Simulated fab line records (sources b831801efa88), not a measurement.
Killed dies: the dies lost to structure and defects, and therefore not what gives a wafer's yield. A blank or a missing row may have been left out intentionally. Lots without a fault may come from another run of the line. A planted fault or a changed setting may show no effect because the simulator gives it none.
Which tool is to blame?    flow gf180mcu    Sampling: 14 lots, 42 wafers, 4 of 602 route steps

== WHAT THE GAUGES READ, wafer by wafer ==
The record lacks any reading of a measuring or inspecting step that a usual standard deviation could be used to judge.

== WHAT TOOL EACH LOT RAN ON (gives the tool, then ch and the chambers of the sampled wafers, and finally the start) ==
lot   GF_MIM_SPUTTER_03             GF_MIM_SPUTTER_04             GF_MIM_SPUTTER_08             GF_M5_PEB_05
L830  pvd-sputter-04, day 24 10:37  pvd-sputter-04, day 24 10:38  pvd-sputter-02, day 24 10:49  litho-track-02 ch 0, day 26 06:29
L832  pvd-sputter-04, day 25 05:46  pvd-sputter-04, day 25 05:47  pvd-sputter-03, day 25 05:58  litho-track-03 ch 0, day 27 00:05
L838  pvd-sputter-03, day 27 07:36  pvd-sputter-03, day 27 07:37  pvd-sputter-02, day 27 07:47  litho-track-04 ch 0, day 28 21:55
L841  pvd-sputter-03, day 27 22:52  pvd-sputter-03, day 27 22:53  pvd-sputter-02, day 27 23:04  litho-track-03, day 29 13:17
L842  pvd-sputter-04, day 28 17:43  pvd-sputter-04, day 28 17:44  pvd-sputter-03, day 28 17:55  litho-track-04, day 30 06:58
L843  pvd-sputter-04, day 28 19:37  pvd-sputter-04, day 28 19:38  pvd-sputter-03, day 28 19:49  litho-track-03 ch 0, day 30 08:25
L845  pvd-sputter-04, day 29 12:58  pvd-sputter-04, day 29 12:59  pvd-sputter-02, day 29 13:10  litho-track-04 ch 0, day 31 01:46
L846  pvd-sputter-02, day 29 15:44  pvd-sputter-02, day 29 15:46  pvd-sputter-04, day 29 15:56  litho-track-02 ch 0, day 31 05:43
L847  pvd-sputter-04, day 29 21:19  pvd-sputter-04, day 29 21:20  pvd-sputter-02, day 29 21:31  litho-track-04 ch 0, day 31 09:22
L848  pvd-sputter-03, day 30 06:33  pvd-sputter-03, day 30 06:34  pvd-sputter-04, day 30 06:46  litho-track-04 ch 0, day 31 17:08
L849  pvd-sputter-02, day 30 15:46  pvd-sputter-02, day 30 15:47  pvd-sputter-03, day 30 15:58  litho-track-02 ch 0, day 32 03:16
L852  pvd-sputter-02, day 31 06:24  pvd-sputter-02, day 31 06:25  pvd-sputter-04, day 31 06:35  litho-track-02 ch 0, day 32 15:34
L851  pvd-sputter-03, day 31 07:57  pvd-sputter-03, day 31 07:58  pvd-sputter-02, day 31 08:08  litho-track-03 ch 0, day 32 17:34
L853  pvd-sputter-03, day 31 08:22  pvd-sputter-03, day 31 08:23  pvd-sputter-02, day 31 08:34  litho-track-02 ch 0, day 32 17:38
- GF_MIM_SPUTTER_03: material Ti, target thk 10 nm, time 6.7 s.
- GF_MIM_SPUTTER_04: material TiN, target thk 50 nm, time 41.7 s.
- GF_MIM_SPUTTER_08: material AlCu, target thk 200 nm, time 10.6 s.
- GF_M5_PEB_05: peb time 90 s.

== AS READ BY THE TOOLS THEMSELVES (means over the sampled wafers that have a number; for cases with no such wafer, the mark the record gives instead) ==
GF_MIM_SPUTTER_03.
lot   tool            throttle-valve-pct (%)
L830  pvd-sputter-04  29.9
L832  pvd-sputter-04  28.8
L838  pvd-sputter-03  29.1
L841  pvd-sputter-03  30.4
L842  pvd-sputter-04  29.5
L843  pvd-sputter-04  29.5
L845  pvd-sputter-04  29.9
L846  pvd-sputter-02  30.1
L847  pvd-sputter-04  29.8
L848  pvd-sputter-03  29.2
L849  pvd-sputter-02  30.2
L852  pvd-sputter-02  30.4
L851  pvd-sputter-03  30.6
L853  pvd-sputter-03  29.2

GF_MIM_SPUTTER_04.
lot   tool            throttle-valve-pct (%)
L830  pvd-sputter-04  29.9
L832  pvd-sputter-04  29.1
L838  pvd-sputter-03  29.0
L841  pvd-sputter-03  30.5
L842  pvd-sputter-04  29.5
L843  pvd-sputter-04  29.5
L845  pvd-sputter-04  30.0
L846  pvd-sputter-02  30.0
L847  pvd-sputter-04  29.9
L848  pvd-sputter-03  29.1
L849  pvd-sputter-02  30.2
L852  pvd-sputter-02  30.4
L851  pvd-sputter-03  30.6
L853  pvd-sputter-03  29.2

GF_MIM_SPUTTER_08.
lot   tool            throttle-valve-pct (%)
L830  pvd-sputter-02  29.4
L832  pvd-sputter-03  29.1
L838  pvd-sputter-02  29.5
L841  pvd-sputter-02  29.4
L842  pvd-sputter-03  28.3
L843  pvd-sputter-03  30.0
L845  pvd-sputter-02  29.7
L846  pvd-sputter-04  29.4
L847  pvd-sputter-02  29.7
L848  pvd-sputter-04  30.0
L849  pvd-sputter-03  29.9
L852  pvd-sputter-04  28.9
L851  pvd-sputter-02  29.5
L853  pvd-sputter-02  30.0

GF_M5_PEB_05.
lot   tool            chill-plate-temp-C (C)  exhaust-pa (Pa)
L830  litho-track-02  22.89                   44.3
L832  litho-track-03  22.86                   44.7
L838  litho-track-04  22.96                   44.9
L841  litho-track-03  -                       -
L842  litho-track-04  -                       -
L843  litho-track-03  23.10                   44.9
L845  litho-track-04  22.88                   45.9
L846  litho-track-02  23.13                   45.2
L847  litho-track-04  22.95                   43.7
L848  litho-track-04  23.03                   44.4
L849  litho-track-02  23.01                   45.1
L852  litho-track-02  23.02                   44.8
L851  litho-track-03  23.14                   44.5
L853  litho-track-02  22.95                   46.7

== THE ANSWER, worked out from the rows above alone ==
Rule: the lots themselves supply what counts as usual. The widest of any qualifying gaps counts: lots, ordered by their means at a reading, are off when they make up no more than a third of the lots, leave a main group of 4 or more, and stand apart from it by 3 or more times the standard deviation of that group's means. The tables above print the reading to a certain number of digits; a main group whose means all agree to those digits is not used. A lot without any number at a reading at which 4 lots or more have one is off too. All remaining lots with rows at the step are treated as sound. First the gauges in route order, then the tools' own readings, where a lot's mean is used as printed above. At the first step where some lot is off, the reading lying furthest off is the one used; lots without a number count as furthest.
Off, at GF_M5_PEB_05 on chill-plate-temp-C: L841, L842. Without a number there: L841, L842. Mean 22.99 C and standard deviation 0.091 in the main group.
A tool fits if, at that step or a process step before it, it ran every lot that is off, and no sound lot after the first of them. Not one of the candidates tried fits.

== WHAT THE SIMULATOR HAD INSERTED ==
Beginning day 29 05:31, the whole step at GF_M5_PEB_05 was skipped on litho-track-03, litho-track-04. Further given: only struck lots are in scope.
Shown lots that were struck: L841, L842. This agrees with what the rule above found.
